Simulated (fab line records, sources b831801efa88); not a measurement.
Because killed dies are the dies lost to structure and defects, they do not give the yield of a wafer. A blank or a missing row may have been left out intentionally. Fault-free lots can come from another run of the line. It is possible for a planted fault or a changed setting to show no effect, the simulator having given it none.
fab line records + flow gf180mcu
[record]
- lots = 13
- wafers = 39
- last_day = 35
route steps=602 shown STI@31 NWELL@51 M1@331 V1@359
lots with no fault: from the same line, run without faults
start_h: start of the lot's first displayed wafer, in hours after the record's first day + wait_h: hours since the lot's step before + " as in the row above + L1.1+2: a row that stands for several wafers + - no value, or no start was given + * or withheld: withheld + < > ~ a bound
route shown NAME@n: a module of which the file shows steps, and the number in the route of the first + usual: the fault-free wafers' mean and standard deviation + same: alike in all rows + chamber/n: place in a boat + sites: the reading at each site + _std_site: their standard deviation + _edge_site: outer sites' mean less inner sites' + radius_mm: for every site, how far away it sits from the centre of the wafer + mask NAME#n: copy n + behind: tool/chamber where the wafer was last shaped + hold: the reason the lot was held/the length of the hold in hours/how it ended + device: whichever transistor did not switch (one of n, p or np) + end of line: the tests these same wafers got at the end of their route + a step given without rows: its recipe and nothing more + killed: the dies lost at the first sort to structure and to defects; this is not the yield of the wafer + map: per-die view of a wafer (x killed, . not killed, _ where there is no die)
set.NAME: the setting as run; set.NAME@STEP: as run at that earlier step + model.NAME: the simulator's own value behind a step, which no gauge read
the route's steps for a sample of lots (tables are steps, rows are wafers)
services: the hour from which a tool's chamber was out of use, counted from the record's first day as start_h (under 0 if before that day), plus the number of hours and why
[[steps]]
[step GF_STI_THK_MEAS_30]
[recipe]
- reads = SiO2_of_STI_OXIDATION_29
[usual]
- STI_OXIDATION_02_THK = 10.05/0.15
| lot.wafer | tool          | chamber | start_h | wait_h | STI_OXIDATION_02_THK[nm] |
|-----------|---------------|---------|---------|--------|--------------------------|
| L498.1    | film_metro-03 | -       | 30.37   | 0.1    | 10.07                    |
| L498.3    | "             | -       | "       | "      | 10.27                    |
| L498.4    | "             | -       | "       | "      | 10.09                    |
| L499.2    | film_metro-03 | -       | 35.41   | 0.0    | 9.81                     |
| L499.4    | "             | -       | "       | "      | 10.11                    |
| L499.6    | "             | -       | "       | "      | 9.58                     |
| L500.2    | film_metro-03 | -       | 40.24   | 0.0    | 9.86                     |
| L500.4    | "             | -       | "       | "      | 9.75                     |
| L500.6    | "             | -       | "       | "      | 9.93                     |
| L502.1    | film_metro-04 | -       | 50.49   | 0.0    | 10.13                    |
| L502.2    | "             | -       | "       | "      | 10.43                    |
| L502.4    | "             | -       | "       | "      | 10.03                    |
| L503.2    | film_metro-04 | -       | 55.18   | 0.0    | 9.82                     |
| L503.3    | "             | -       | "       | "      | 9.88                     |
| L503.6    | "             | -       | "       | "      | 9.85                     |
| L504.1    | film_metro-01 | -       | 62.00   | 0.0    | 10.12                    |
| L504.3    | "             | -       | "       | "      | 10.10                    |
| L504.4    | "             | -       | "       | "      | 10.04                    |
| L506.3    | film_metro-04 | -       | 73.10   | 0.0    | 9.86                     |
| L506.4    | "             | -       | "       | "      | 9.93                     |
| L506.5    | "             | -       | "       | "      | 10.05                    |
| L513.2    | film_metro-04 | -       | 111.53  | 0.0    | 10.26                    |
| L513.5    | "             | -       | "       | "      | 9.89                     |
| L513.6    | "             | -       | "       | "      | 10.04                    |
| L514.1    | film_metro-04 | -       | 115.41  | 0.0    | 10.05                    |
| L514.2    | "             | -       | "       | "      | 10.13                    |
| L514.6    | "             | -       | "       | "      | 10.07                    |
| L516.1    | film_metro-03 | -       | 123.35  | 0.0    | 10.01                    |
| L516.2    | "             | -       | "       | "      | 10.05                    |
| L516.4    | "             | -       | "       | "      | 10.06                    |
| L518.1    | film_metro-03 | -       | 133.60  | 0.0    | 9.85                     |
| L518.2    | "             | -       | "       | "      | 9.97                     |
| L518.4    | "             | -       | "       | "      | 10.16                    |
| L519.2    | film_metro-01 | -       | 139.21  | 0.0    | 9.87                     |
| L519.5    | "             | -       | "       | "      | 9.81                     |
| L519.6    | "             | -       | "       | "      | 9.96                     |
| L521.3    | film_metro-01 | -       | 151.05  | 0.0    | 9.92                     |
| L521.5    | "             | -       | "       | "      | 9.96                     |
| L521.6    | "             | -       | "       | "      | 10.10                    |
[step GF_NWELL_IMPLANT_09]
[recipe]
- species = P
- energy_kev = 160
- dose_cm2 = 4e+12
- tilt_deg = 0
[usual]
- dose_ions_cm2 = 3.999e+12/4.3e+09
- faraday_current_uA = 22.6/0.48
| lot.wafer | tool         | chamber | start_h | wait_h | dose_ions_cm2 | faraday_current_uA |
|-----------|--------------|---------|---------|--------|---------------|--------------------|
| L498.1    | implanter-02 | 0       | 55.94   | 0.1    | 3.997e+12     | 23.1               |
| L498.3    | "            | 0       | "       | "      | 3.997e+12     | 22.5               |
| L498.4    | "            | 0       | "       | "      | 4.003e+12     | 23.4               |
| L499.2    | implanter-02 | 0       | 62.11   | 0.1    | 4.003e+12     | 22.2               |
| L499.4    | "            | 0       | "       | "      | 4.003e+12     | 22.1               |
| L499.6    | "            | 0       | "       | "      | 4.007e+12     | 22.6               |
| L500.2    | implanter-03 | 0       | 66.03   | 0.1    | 4e+12         | 23.0               |
| L500.4    | "            | 0       | "       | "      | 4.006e+12     | 22.5               |
| L500.6    | "            | 0       | "       | "      | 3.997e+12     | 22.9               |
| L502.1    | implanter-02 | 0       | 78.13   | 0.1    | 4e+12         | 22.5               |
| L502.2    | "            | 0       | "       | "      | 3.999e+12     | 22.5               |
| L502.4    | "            | 0       | "       | "      | 4.007e+12     | 23.6               |
| L503.2    | implanter-04 | 0       | 82.21   | 0.1    | 3.998e+12     | 22.9               |
| L503.3    | "            | 0       | "       | "      | 4.006e+12     | 22.8               |
| L503.6    | "            | 0       | "       | "      | 3.993e+12     | 22.9               |
| L504.1    | implanter-04 | 0       | 89.13   | 0.1    | 4e+12         | 22.7               |
| L504.3    | "            | 0       | "       | "      | 3.996e+12     | 23.4               |
| L504.4    | "            | 0       | "       | "      | 4e+12         | 22.3               |
| L506.3    | implanter-03 | 0       | 102.04  | 0.1    | 3.999e+12     | 23.5               |
| L506.4    | "            | 0       | "       | "      | 4.002e+12     | 22.1               |
| L506.5    | "            | 0       | "       | "      | 4.005e+12     | 22.4               |
| L513.2    | implanter-02 | 0       | 141.91  | 0.1    | 4.862e+12     | 28.7               |
| L513.5    | "            | 0       | "       | "      | 4.868e+12     | 27.8               |
| L513.6    | "            | 0       | "       | "      | 4.862e+12     | 27.3               |
| L514.1    | implanter-02 | 0       | 145.33  | 0.1    | 4.864e+12     | 28.0               |
| L514.2    | "            | 0       | "       | "      | 4.855e+12     | 26.3               |
| L514.6    | "            | 0       | "       | "      | 4.855e+12     | 27.5               |
| L516.1    | implanter-04 | 0       | 156.73  | 0.1    | 4.003e+12     | 22.0               |
| L516.2    | "            | 0       | "       | "      | 3.996e+12     | 22.1               |
| L516.4    | "            | 0       | "       | "      | 4.009e+12     | 23.4               |
| L518.1    | implanter-04 | 0       | 164.95  | 0.1    | 3.99e+12      | 21.7               |
| L518.2    | "            | 0       | "       | "      | 3.995e+12     | 22.2               |
| L518.4    | "            | 0       | "       | "      | 3.997e+12     | 22.3               |
| L519.2    | implanter-03 | 0       | 171.63  | 0.1    | 3.998e+12     | 22.4               |
| L519.5    | "            | 0       | "       | "      | 3.996e+12     | 22.0               |
| L519.6    | "            | 0       | "       | "      | 4e+12         | 23.2               |
| L521.3    | implanter-04 | 0       | 183.83  | 0.1    | 4.001e+12     | 22.9               |
| L521.5    | "            | 0       | "       | "      | 3.999e+12     | 22.8               |
| L521.6    | "            | 0       | "       | "      | 4.001e+12     | 22.7               |
[step GF_VT_IMPLANT_RS_MEAS_47]
[recipe]
- thk_meas_gauge = four-point-probe
[usual]
- NWELL_RS = 487.3/1.2
| lot.wafer | tool          | chamber | start_h | wait_h | NWELL_RS[ohm/sq] |
|-----------|---------------|---------|---------|--------|------------------|
| L498.1    | film_metro-04 | -       | 157.87  | 0.1    | 488.3            |
| L498.3    | "             | -       | "       | "      | 486.1            |
| L498.4    | "             | -       | "       | "      | 488.7            |
| L499.2    | film_metro-01 | -       | 165.70  | 0.1    | 486.8            |
| L499.4    | "             | -       | "       | "      | 487.4            |
| L499.6    | "             | -       | "       | "      | 487.3            |
| L500.2    | film_metro-02 | -       | 173.05  | 0.1    | 485.1            |
| L500.4    | "             | -       | "       | "      | 485.9            |
| L500.6    | "             | -       | "       | "      | 485.6            |
| L502.1    | film_metro-02 | -       | 188.11  | 0.1    | 489.7            |
| L502.2    | "             | -       | "       | "      | 490.0            |
| L502.4    | "             | -       | "       | "      | 490.3            |
| L503.2    | film_metro-02 | -       | 192.39  | 0.1    | 485.9            |
| L503.3    | "             | -       | "       | "      | 485.7            |
| L503.6    | "             | -       | "       | "      | 485.6            |
| L504.1    | film_metro-01 | -       | 200.62  | 0.1    | 486.4            |
| L504.3    | "             | -       | "       | "      | 486.0            |
| L504.4    | "             | -       | "       | "      | 487.7            |
| L506.3    | film_metro-04 | -       | 216.30  | 0.1    | 486.5            |
| L506.4    | "             | -       | "       | "      | 487.0            |
| L506.5    | "             | -       | "       | "      | 488.2            |
| L513.2    | film_metro-02 | -       | 266.91  | 0.1    | 471.7            |
| L513.5    | "             | -       | "       | "      | 471.3            |
| L513.6    | "             | -       | "       | "      | 470.6            |
| L514.1    | film_metro-02 | -       | 270.46  | 0.1    | 472.0            |
| L514.2    | "             | -       | "       | "      | 471.3            |
| L514.6    | "             | -       | "       | "      | 472.5            |
| L516.1    | film_metro-01 | -       | 285.01  | 0.1    | 489.2            |
| L516.2    | "             | -       | "       | "      | 488.7            |
| L516.4    | "             | -       | "       | "      | 488.4            |
| L518.1    | film_metro-02 | -       | 295.10  | 0.1    | 487.0            |
| L518.2    | "             | -       | "       | "      | 486.2            |
| L518.4    | "             | -       | "       | "      | 485.7            |
| L519.2    | film_metro-02 | -       | 301.73  | 0.1    | 486.6            |
| L519.5    | "             | -       | "       | "      | 486.6            |
| L519.6    | "             | -       | "       | "      | 486.6            |
| L521.3    | film_metro-04 | -       | 318.97  | 0.1    | 487.5            |
| L521.5    | "             | -       | "       | "      | 486.0            |
| L521.6    | "             | -       | "       | "      | 487.7            |
[step GF_M1_METAL_ETCH_16]
[recipe]
- chemistry = Cl2/BCl3
- mask_material = KrF
- target_depth_nm = 750.8
- stop_on = SiO2
- pressure_mtorr = 8
- icp_w = 800
- bias_w = 140
- Cl2_flow_sccm = 80
- bcl3_flow_sccm = 40
- time_s = 125.1
[usual]
- chamber_pressure_mTorr = 8.001/0.0076
- drypump_motor_current_A = 5.7/0.4
- oes_product_au = 0.989/0.0063
- throttle_valve_pct = 28.230/0.011
| lot.wafer | tool         | chamber | start_h | wait_h | chamber_pressure_mTorr | drypump_motor_current_A | oes_product_au | rf_hours_counter_h | throttle_valve_pct |
|-----------|--------------|---------|---------|--------|------------------------|-------------------------|----------------|--------------------|--------------------|
| L498.1    | rie_metal-02 | 0       | 386.62  | 0.0    | 7.990                  | 5.7                     | 0.989          | 13                 | 28.235             |
| L498.3    | "            | 0       | "       | "      | 8.000                  | 5.7                     | 0.992          | -                  | 28.222             |
| L498.4    | "            | 1       | "       | "      | 8.002                  | 5.7                     | 0.993          | -                  | 28.234             |
| L499.2    | rie_metal-02 | 1       | 397.11  | 0.1    | 8.016                  | 5.7                     | 0.988          | -                  | 28.241             |
| L499.4    | "            | 1       | "       | "      | 7.997                  | 5.7                     | 0.993          | -                  | 28.242             |
| L499.6    | "            | 1       | "       | "      | 7.999                  | 5.7                     | 0.985          | -                  | 28.236             |
| L500.2    | rie_metal-01 | 1       | 413.20  | 0.0    | 8.000                  | 5.2                     | 0.982          | 8                  | 28.249             |
| L500.4    | "            | 1       | "       | "      | 8.004                  | 5.2                     | 0.980          | -                  | 28.257             |
| L500.6    | "            | 0       | "       | "      | 8.008                  | 6.2                     | 0.999          | -                  | 28.223             |
| L502.1    | rie_metal-03 | 1       | 432.60  | 0.0    | 7.990                  | 5.2                     | 0.983          | 9                  | 28.224             |
| L502.2    | "            | 1       | "       | "      | 8.009                  | 5.3                     | 0.991          | -                  | 28.221             |
| L502.4    | "            | 1       | "       | "      | 7.994                  | 5.3                     | 0.993          | -                  | 28.226             |
| L503.2    | rie_metal-02 | 1       | 439.65  | 0.0    | 7.991                  | 5.7                     | 0.983          | 1                  | 28.244             |
| L503.3    | "            | 0       | "       | "      | 8.004                  | 5.8                     | 0.986          | -                  | 28.245             |
| L503.6    | "            | 1       | "       | "      | 7.982                  | 5.6                     | 0.984          | -                  | 28.251             |
| L504.1    | rie_metal-03 | 1       | 445.15  | 0.0    | 7.984                  | 5.3                     | 0.985          | 10                 | 28.244             |
| L504.3    | "            | 1       | "       | "      | 8.008                  | 5.3                     | 0.983          | -                  | 28.218             |
| L504.4    | "            | 1       | "       | "      | 7.987                  | 5.3                     | 0.991          | -                  | 28.230             |
| L506.3    | rie_metal-02 | 1       | 471.01  | 0.1    | 8.009                  | 5.6                     | 0.986          | -                  | 28.228             |
| L506.4    | "            | 0       | "       | "      | 8.006                  | 5.7                     | 0.989          | -                  | 28.222             |
| L506.5    | "            | 1       | "       | "      | 8.002                  | 5.7                     | 0.991          | -                  | 28.224             |
| L513.2    | rie_metal-01 | 0       | 529.80  | 0.0    | 8.005                  | 6.2                     | 0.993          | 10                 | 28.215             |
| L513.5    | "            | 0       | "       | "      | 8.008                  | 6.2                     | 1.002          | -                  | 28.233             |
| L513.6    | "            | 1       | "       | "      | 8.008                  | 5.2                     | 0.979          | -                  | 28.236             |
| L514.1    | rie_metal-02 | 0       | 538.97  | 0.0    | 8.002                  | 5.7                     | 0.983          | 3                  | 28.231             |
| L514.2    | "            | 1       | "       | "      | 7.989                  | 5.7                     | 0.986          | 4                  | 28.233             |
| L514.6    | "            | 1       | "       | "      | 8.011                  | 5.7                     | 0.985          | -                  | 28.254             |
| L516.1    | rie_metal-01 | 0       | 572.85  | 0.0    | 8.001                  | 6.2                     | 0.998          | 11                 | 28.202             |
| L516.2    | "            | 1       | "       | "      | 8.007                  | 5.2                     | 0.981          | 12                 | 28.245             |
| L516.4    | "            | 0       | "       | "      | 8.004                  | 6.1                     | 0.990          | -                  | 28.225             |
| L518.1    | rie_metal-02 | 0       | 573.15  | 0.0    | 8.003                  | 5.7                     | 0.989          | 4                  | 28.230             |
| L518.2    | "            | 1       | "       | "      | 7.994                  | 5.7                     | 0.993          | 5                  | 28.226             |
| L518.4    | "            | 0       | "       | "      | 7.998                  | 5.7                     | 0.993          | -                  | 28.223             |
| L519.2    | rie_metal-01 | 1       | 573.55  | 0.0    | 7.995                  | 5.2                     | 0.973          | 12                 | 28.237             |
| L519.5    | "            | 0       | "       | "      | 8.013                  | 6.2                     | 0.998          | -                  | 28.231             |
| L519.6    | "            | 1       | "       | "      | 7.994                  | 5.2                     | 0.977          | -                  | 28.239             |
| L521.3    | rie_metal-02 | 1       | 596.41  | 0.1    | 8.005                  | 5.7                     | 0.998          | -                  | 28.220             |
| L521.5    | "            | 0       | "       | "      | 8.007                  | 5.7                     | 0.992          | -                  | 28.213             |
| L521.6    | "            | 1       | "       | "      | 8.014                  | 5.7                     | 0.982          | -                  | 28.231             |
[step GF_V1_RS_MEAS_24]
[recipe]
- thk_meas_gauge = four-point-probe
- reads = W_of_V1_CVD_23+TiN_of_V1_SPUTTER_22+Ti_of_V1_SPUTTER_21
[usual]
- V1_W_RS = 0.325/0.0047
| lot.wafer | tool          | chamber | start_h | wait_h | V1_W_RS[ohm/sq] |
|-----------|---------------|---------|---------|--------|-----------------|
| L498.1    | film_metro-04 | -       | 411.94  | 0.1    | 0.326           |
| L498.3    | "             | -       | "       | "      | 0.324           |
| L498.4    | "             | -       | "       | "      | 0.325           |
| L499.2    | film_metro-03 | -       | 422.49  | 0.1    | 0.327           |
| L499.4    | "             | -       | "       | "      | 0.325           |
| L499.6    | "             | -       | "       | "      | 0.319           |
| L500.2    | film_metro-01 | -       | 439.44  | 0.1    | 0.323           |
| L500.4    | "             | -       | "       | "      | 0.315           |
| L500.6    | "             | -       | "       | "      | 0.320           |
| L502.1    | film_metro-01 | -       | 459.13  | 0.1    | 0.325           |
| L502.2    | "             | -       | "       | "      | 0.312           |
| L502.4    | "             | -       | "       | "      | 0.323           |
| L503.2    | film_metro-01 | -       | 466.21  | 0.1    | 0.332           |
| L503.3    | "             | -       | "       | "      | 0.319           |
| L503.6    | "             | -       | "       | "      | 0.331           |
| L504.1    | film_metro-03 | -       | 471.72  | 0.1    | 0.316           |
| L504.3    | "             | -       | "       | "      | 0.318           |
| L504.4    | "             | -       | "       | "      | 0.330           |
| L506.3    | film_metro-04 | -       | 497.88  | 0.1    | 0.316           |
| L506.4    | "             | -       | "       | "      | 0.327           |
| L506.5    | "             | -       | "       | "      | 0.330           |
| L513.2    | film_metro-04 | -       | 554.74  | 0.1    | 0.321           |
| L513.5    | "             | -       | "       | "      | 0.326           |
| L513.6    | "             | -       | "       | "      | 0.322           |
| L514.1    | film_metro-03 | -       | 571.12  | 0.1    | 0.321           |
| L514.2    | "             | -       | "       | "      | 0.326           |
| L514.6    | "             | -       | "       | "      | 0.322           |
| L516.1    | film_metro-04 | -       | 598.62  | 0.1    | 0.333           |
| L516.2    | "             | -       | "       | "      | 0.323           |
| L516.4    | "             | -       | "       | "      | 0.326           |
| L518.1    | film_metro-01 | -       | 599.58  | 0.1    | 0.324           |
| L518.2    | "             | -       | "       | "      | 0.324           |
| L518.4    | "             | -       | "       | "      | 0.321           |
| L519.2    | film_metro-04 | -       | 600.39  | 0.1    | 0.319           |
| L519.5    | "             | -       | "       | "      | 0.323           |
| L519.6    | "             | -       | "       | "      | 0.318           |
| L521.3    | film_metro-03 | -       | 619.43  | 0.1    | 0.324           |
| L521.5    | "             | -       | "       | "      | 0.327           |
| L521.6    | "             | -       | "       | "      | 0.325           |
[[services]]
| tool         | chamber | start_h | hours | kind   |
|--------------|---------|---------|-------|--------|
| implanter-02 | -       | 76.42   | 1.4   | repair |
| implanter-03 | -       | 76.72   | 5.4   | pm     |
| implanter-04 | -       | 85.00   | 3.2   | repair |
| rie_metal-02 | -       | 91.27   | 1.4   | pm     |
| implanter-03 | -       | 132.94  | 2.1   | pm     |
| implanter-04 | -       | 156.98  | 3.9   | pm     |
| implanter-04 | -       | 174.15  | 1.4   | repair |
| implanter-04 | -       | 199.52  | 3.0   | repair |
| implanter-02 | -       | 206.84  | 12.8  | pm     |
| implanter-04 | -       | 210.85  | 3.0   | pm     |
| implanter-02 | -       | 224.84  | 1.6   | repair |
| implanter-02 | -       | 227.59  | 10.1  | repair |
| implanter-02 | -       | 275.57  | 4.9   | pm     |
| rie_metal-01 | 1       | 284.83  | 13.7  | repair |
| implanter-04 | -       | 318.11  | 3.4   | repair |
| rie_metal-02 | 1       | 319.34  | 42.7  | repair |
| implanter-04 | -       | 320.09  | 2.1   | repair |
| implanter-03 | -       | 325.91  | 5.7   | repair |
| rie_metal-01 | 1       | 370.42  | 10.9  | repair |
| implanter-02 | -       | 418.71  | 27.7  | pm     |
| implanter-03 | -       | 515.15  | 2.1   | repair |
| implanter-02 | -       | 539.98  | 1.5   | repair |
| implanter-04 | -       | 543.82  | 6.0   | repair |
| implanter-03 | -       | 565.72  | 6.3   | pm     |
[[key]]
[first_sign]
- step = GF_NWELL_IMPLANT_09
- reading = dose_ions_cm2
- direction = up
- sigmas = 99+
- usual = 3.999e+12
- struck = 4.861e+12
[effect]
- step = GF_NWELL_IMPLANT_09
- reading = faraday_current_uA
- direction = up
- sigmas = 11
- usual = 22.6
- struck = 27.6
[effect]
- step = GF_VT_IMPLANT_RS_MEAS_47
- reading = NWELL_RS
- direction = down
- sigmas = 13
- usual = 487.3
- struck = 471.6
met_at GF_NWELL_IMPLANT_09
struck_lots L513,L514
tester_left_out L513,L514
not_acting_at GF_STI_THK_MEAS_30,GF_M1_METAL_ETCH_16,GF_V1_RS_MEAS_24
onset_between 78.13 141.91
[fault]
- kind = process_parameter_drift
- tool = implanter-02
- chamber = -
- onset_h = 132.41
- steps = GF_NWELL_IMPLANT_09
- channel = dose_cm2
- offset = 8.6333e+11
- shape = step
- end_h = 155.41
- acts_in = these_recipes_only
- stated = 4e+12
// tester_left_out: of these lots the tester's yield and bins aren't shown, on N5 and GAA mostly nor the transistor test; their killed dies are dies lost to structure and defects alone, not to doping, threshold or leakage, so they don't give the yield
